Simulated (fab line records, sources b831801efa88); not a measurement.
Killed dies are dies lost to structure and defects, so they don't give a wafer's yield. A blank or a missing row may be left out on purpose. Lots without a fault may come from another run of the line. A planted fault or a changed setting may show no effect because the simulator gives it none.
Chamber matching | flow gf180mcu | GF_V1_CMP_04 on cmp-01: 4 sister chambers
The step polishes SiO2. 8 wafers are shown with their chamber, then 7 later ones without.

WAFERS WITH THEIR CHAMBER
wafer  | chamber | motor_current_A (A) | retaining_ring_pressure_frac
L328.5 | 3       | 11.5                | 0.995
L333.1 | 2       | 12.9                | 1.001
L333.6 | 0       | 10.8                | 1.009
L335.1 | 3       | 12.1                | 0.995
L335.2 | 1       | 11.3                | 0.998
L335.4 | 2       | 13.3                | 1.004
L336.2 | 0       | 10.8                | 1.005
L336.3 | 1       | 11.7                | 1.009

WAFERS WITHOUT THEIR CHAMBER
wafer  | motor_current_A (A) | retaining_ring_pressure_frac
L336.5 | 11.5                | 1.001
L341.4 | 11.0                | 0.993
L341.5 | 12.0                | 0.998
L341.6 | 10.9                | 0.992
L348.4 | 13.3                | 0.998
L348.5 | 10.9                | 1.001
L348.6 | 11.6                | 1.002

WHICH CHAMBER EACH WENT THROUGH
wafer  | from the rows above          | in truth
L336.5 | can't be placed: 1 or 3      | 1
L341.4 | can't be placed: 3 or 1 or 0 | 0
L341.5 | can't be placed: 3 or 1      | 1
L341.6 | can't be placed: 3 or 1 or 0 | 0
L348.4 | 2                            | 2
L348.5 | can't be placed: 0 or 1 or 3 | 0
L348.6 | can't be placed: 1 or 3      | 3
Placed correctly: 1 of 7. Can't be placed from these rows: 6 (the true chamber is among the candidates in 6). Placed wrongly: 0.
How it was worked out, from the rows above alone: a wafer's distance from a chamber is the root of the sum, over the readings, of the square of ((its reading less the chamber's mean) divided by the reading's scatter). The wafer belongs to the nearest chamber; if the next one is less than 2 further off, it can't be placed. A chamber's mean is the mean of its shown wafers. The scatter: the root of (the sum of the squares of (reading less its chamber's mean) over the shown wafers, divided by (wafers less chambers)).
